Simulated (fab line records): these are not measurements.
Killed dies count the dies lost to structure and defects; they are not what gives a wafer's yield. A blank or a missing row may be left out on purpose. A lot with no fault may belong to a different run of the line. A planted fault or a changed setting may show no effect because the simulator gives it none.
Which tool is to blame? -- flow gf180mcu -- 12 lots with 36 wafers sampled at 4 steps, on a route of 602 steps

## WHAT EACH GAUGE READ, for each wafer
GF_NSD_CD_MEAS_07: target cd 400 nm. Usual: cd_nm at 400.1 nm, with a standard deviation of 2.1.
lot,measured,on,cd_nm (nm),flag
L984,day 13 13:07,cd_sem-01,400.0 402.2 401.0,
L985,day 14 01:03,cd_sem-02,402.3 400.2 401.9,
L986,day 14 13:39,cd_sem-01,404.4 404.0 400.7,
L990,day 15 16:02,cd_sem-02,386.8 389.3 389.1,OFF
L995,day 17 05:48,cd_sem-02,387.4 386.8 392.4,OFF
L997,day 17 19:02,cd_sem-02,396.8 398.3 398.4,
L100,day 19 01:40,cd_sem-02,398.4 399.6 398.3,
L101,day 19 07:54,cd_sem-01,400.0 396.9 397.4,
L102,day 19 11:27,cd_sem-01,398.7 397.7 398.2,
L103,day 19 23:22,cd_sem-02,400.1 399.4 399.1,
L105,day 20 08:49,cd_sem-02,400.9 400.0 400.2,
L107,day 20 17:23,cd_sem-02,400.1 400.1 397.7,

GF_V1_CD_MEAS_14: target cd 260 nm. Usual: cd_nm at 259.5 nm, with a standard deviation of 1.2.
lot,measured,on,cd_nm (nm),flag
L984,day 18 09:38,cd_sem-02,259.8 259.2 260.1,
L985,day 18 23:18,cd_sem-02,261.9 260.9 261.2,
L986,day 19 11:39,cd_sem-02,259.2 259.0 260.0,
L990,day 20 18:16,cd_sem-02,259.3 259.5 260.2,
L995,day 22 10:03,cd_sem-01,260.6 261.1 261.1,
L997,day 23 00:08,cd_sem-01,260.3 260.5 259.9,
L100,day 24 05:16,cd_sem-02,261.3 261.1 260.6,
L101,day 24 10:50,cd_sem-01,260.7 259.0 260.0,
L102,day 24 12:21,cd_sem-01,259.9 261.2 259.1,
L103,day 25 00:49,cd_sem-02,258.5 258.2 257.6,
L105,day 25 08:17,cd_sem-01,260.1 261.4 260.3,
L107,day 25 14:35,cd_sem-02,257.9 257.6 259.2,

## EACH LOT AND THE TOOL THAT RAN IT (in order: tool; ch and the chambers of the sampled wafers; start)
lot,GF_NSD_EXPOSE_04,GF_M1_SPUTTER_01
L984,"iline_stepper-02 ch 0, day 13 03:15","pvd_sputter-02, day 16 09:17"
L985,"iline_stepper-01 ch 0, day 13 15:20","pvd_sputter-04, day 16 23:23"
L986,"iline_stepper-02 ch 0, day 14 03:22","pvd_sputter-01, day 17 11:56"
L990,"iline_stepper-02 ch 0, day 15 05:37","pvd_sputter-01, day 18 17:04"
L995,"iline_stepper-02 ch 0, day 16 18:41","pvd_sputter-02, day 20 09:34"
L997,"iline_stepper-01 ch 0, day 17 07:46","pvd_sputter-02, day 20 23:08"
L100,"iline_stepper-01 ch 0, day 18 13:23","pvd_sputter-02, day 22 05:29"
L101,"iline_stepper-01 ch 0, day 18 20:05","pvd_sputter-02, day 22 11:04"
L102,"iline_stepper-01 ch 0, day 18 23:33","pvd_sputter-04, day 22 14:38"
L103,"iline_stepper-01 ch 0, day 19 11:11","pvd_sputter-04, day 23 03:08"
L105,"iline_stepper-01 ch 0, day 19 21:12","pvd_sputter-02, day 23 10:44"
L107,"iline_stepper-01 ch 0, day 20 05:34","pvd_sputter-04, day 23 17:44"
- GF_NSD_EXPOSE_04: exposes mask Nplus, target cd 400 nm.
- GF_M1_SPUTTER_01: material TiN, target thk 30 nm, time 25 s.

## WHAT THE TOOLS THEMSELVES READ (means of the sampled wafers that have a number; where no wafer has one, the mark that the record gives instead)
GF_NSD_EXPOSE_04. Usual: exposure_dose_mJ_cm2 140.04, standard deviation 0.14; stage_vel_mm_s 499.99 mm/s, standard deviation 0.27.
lot,tool,exposure_dose_mJ_cm2,stage_vel_mm_s (mm/s),flag
L984,iline_stepper-02,139.85,500.31,
L985,iline_stepper-01,139.98,499.78,
L986,iline_stepper-02,140.12,499.92,
L990,iline_stepper-02,134.09,500.05,OFF
L995,iline_stepper-02,135.20,500.22,OFF
L997,iline_stepper-01,140.07,499.90,
L100,iline_stepper-01,139.94,499.87,
L101,iline_stepper-01,139.99,500.06,
L102,iline_stepper-01,140.14,499.63,
L103,iline_stepper-01,139.85,499.72,
L105,iline_stepper-01,140.10,499.92,
L107,iline_stepper-01,140.09,500.15,

GF_M1_SPUTTER_01. Usual: throttle_valve_pct at 30.1 %, with a standard deviation of 1.2.
lot,tool,throttle_valve_pct (%),flag
L984,pvd_sputter-02,31.8,
L985,pvd_sputter-04,29.1,
L986,pvd_sputter-01,30.1,
L990,pvd_sputter-01,30.6,
L995,pvd_sputter-02,31.0,
L997,pvd_sputter-02,31.7,
L100,pvd_sputter-02,30.8,
L101,pvd_sputter-02,31.1,
L102,pvd_sputter-04,28.4,
L103,pvd_sputter-04,28.4,
L105,pvd_sputter-02,31.5,
L107,pvd_sputter-04,29.0,

## THE ANSWER, worked out from the rows above alone
Rule: lot off if the mean of its wafers having a number is beyond 3 standard deviations from the usual mean. A lot without any number at a reading at which 4 lots or more have one is off too. Where the step has rows for the other lots, those lots are counted as sound. After the gauges, taken in route order, come the tools' own readings; for these a lot's mean is taken, as printed above. At the first step where some lot is off, the reading lying furthest off is the one used; lots without a number count as furthest.
Off: L990, L995 (GF_NSD_CD_MEAS_07, cd_nm).
If a tool, at a process step before that reading, ran all the lots that are off and no sound lot after the first of them, it fits. Not tried: the gauges at GF_NSD_CD_MEAS_07; whatever is off there is also off at GF_NSD_EXPOSE_04, on other tools, and gauge error can't account for it. One candidate fits, namely iline_stepper-02 at GF_NSD_EXPOSE_04. Its last sound lot is L986 (day 14 03:22), its first lot that is off L990 (day 15 05:37): a fault that began between those two fits.
The tool's own readings at GF_NSD_EXPOSE_04 bear it out: on the lots that are off they differ by more than 5 times the standard deviation of the sound lots' means. exposure_dose_mJ_cm2 reads 134.64 there against 140.01 on the sound lots.

## WHAT HAD BEEN PUT IN BY THE SIMULATOR
Process parameters drifting: iline_stepper-02 at GF_NSD_EXPOSE_04, beginning at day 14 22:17. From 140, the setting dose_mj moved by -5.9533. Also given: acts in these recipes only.
Shown lots that were struck: L990, L995. The rule given above showed the same thing.
